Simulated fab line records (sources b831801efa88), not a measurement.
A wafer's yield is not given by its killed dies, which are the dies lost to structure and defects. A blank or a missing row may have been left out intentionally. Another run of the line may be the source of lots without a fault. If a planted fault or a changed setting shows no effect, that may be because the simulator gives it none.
Commonality check across tools ; flow sky130 ; 42 wafers sampled across 14 lots

== REASON IT WAS OPENED ==
At SKY_VT_ADJUST_LVTN_TW_MEAS_10 the reading VT_ADJUST_LVTN_TW is flagged on 2 of 14 lots. Fault-free wafers read 242.0, with a standard deviation of 1.7.
Rule: flag the lot when none of its wafers has a number, or when each of its wafers that has one lies beyond 4 standard deviations from that mean. The other lots count as sound.

lot;measured;on;VT_ADJUST_LVTN_TW, wafer by wafer;flag
L885;day 7 20:20;film metro-01;240.8 241.1 241.5;
L886;day 8 01:44;film metro-01;241.2 242.0 242.4;
L887;day 8 08:10;film metro-04;246.1 243.7 244.7;
L888;day 8 13:02;film metro-03;240.6 241.0 242.4;
L889;day 9 01:56;film metro-01;241.6 239.9 239.8;
L890;day 9 04:44;film metro-01;242.4 241.9 242.6;
L891;day 9 13:38;film metro-04;243.3 243.2 244.0;
L892;day 9 19:17;film metro-03;243.1 244.9 243.0;
L893;day 9 21:38;film metro-01;285.6 283.1 285.1;FLAGGED
L894;day 10 02:59;film metro-03;282.5 284.5 283.0;FLAGGED
L895;day 10 08:56;film metro-03;240.5 241.3 240.9;
L902;day 12 06:52;film metro-03;241.2 238.7 241.0;
L903;day 12 13:11;film metro-03;242.6 241.7 241.6;
L905;day 13 05:46;film metro-04;245.4 245.2 244.0;
The numbers of the flagged lots are 284.0 on average: +42.0 against the usual, or +25 standard deviations.

== EACH LOT AND THE TOOL IT RAN ON ==
The record holds 1 process step before the reading, out of a route of 708 steps. In each cell: the tool, then ch and the chambers that the sampled wafers went through, then the start.
lot;flag;SKY_VT_ADJUST_LVTN_IMPLANT_08
L885;;implanter-04 ch 0, day 7 20:06
L886;;implanter-02 ch 0, day 8 01:31
L887;;implanter-02 ch 0, day 8 07:55
L888;;implanter-04 ch 0, day 8 12:49
L889;;implanter-04 ch 0, day 9 01:43
L890;;implanter-02 ch 0, day 9 04:30
L891;;implanter-04 ch 0, day 9 13:25
L892;;implanter-01 ch 0, day 9 19:04
L893;FLAGGED;implanter-04 ch 0, day 9 21:25
L894;FLAGGED;implanter-04 ch 0, day 10 02:47
L895;;implanter-02 ch 0, day 10 08:43
L902;;implanter-01 ch 0, day 12 06:37
L903;;implanter-02 ch 0, day 12 12:58
L905;;implanter-04 ch 0, day 13 05:31
What these steps do:
- SKY_VT_ADJUST_LVTN_IMPLANT_08
- SKY_VT_ADJUST_LVTN_TW_MEAS_10

== FLAGGED OVER TOTAL, TOOL BY TOOL (the gauges that took the reading come last) ==
step;tool;lots run;flagged;share of the flagged lots;sound lots run after its first flagged lot
SKY_VT_ADJUST_LVTN_IMPLANT_08;implanter-01;2;0;none;-
SKY_VT_ADJUST_LVTN_IMPLANT_08;implanter-02;5;0;none;-
SKY_VT_ADJUST_LVTN_IMPLANT_08;implanter-04;7;2;all;1 (L905)
SKY_VT_ADJUST_LVTN_TW_MEAS_10;film metro-01;5;1;some;0
SKY_VT_ADJUST_LVTN_TW_MEAS_10;film metro-03;6;1;some;3 (L895,L902,L903)
SKY_VT_ADJUST_LVTN_TW_MEAS_10;film metro-04;3;0;none;-

== WHAT IS ALLOWED BY THE TABLE ==
1 row of the table ran every flagged lot: implanter-04 at SKY_VT_ADJUST_LVTN_IMPLANT_08.
- implanter-04 at SKY_VT_ADJUST_LVTN_IMPLANT_08 ran 7 lots, 2 of them flagged. After the first flagged lot (L905), sound lots still ran on it; a lasting fault on the whole tool would not permit that. Its own readings (dose ions cm2, faraday current uA) fall more than 4 standard deviations out on all wafers of the flagged lots.
Every row of the table either missed a flagged lot or ran a sound lot after the first.

== WHAT THE SIMULATOR PUT IN ==
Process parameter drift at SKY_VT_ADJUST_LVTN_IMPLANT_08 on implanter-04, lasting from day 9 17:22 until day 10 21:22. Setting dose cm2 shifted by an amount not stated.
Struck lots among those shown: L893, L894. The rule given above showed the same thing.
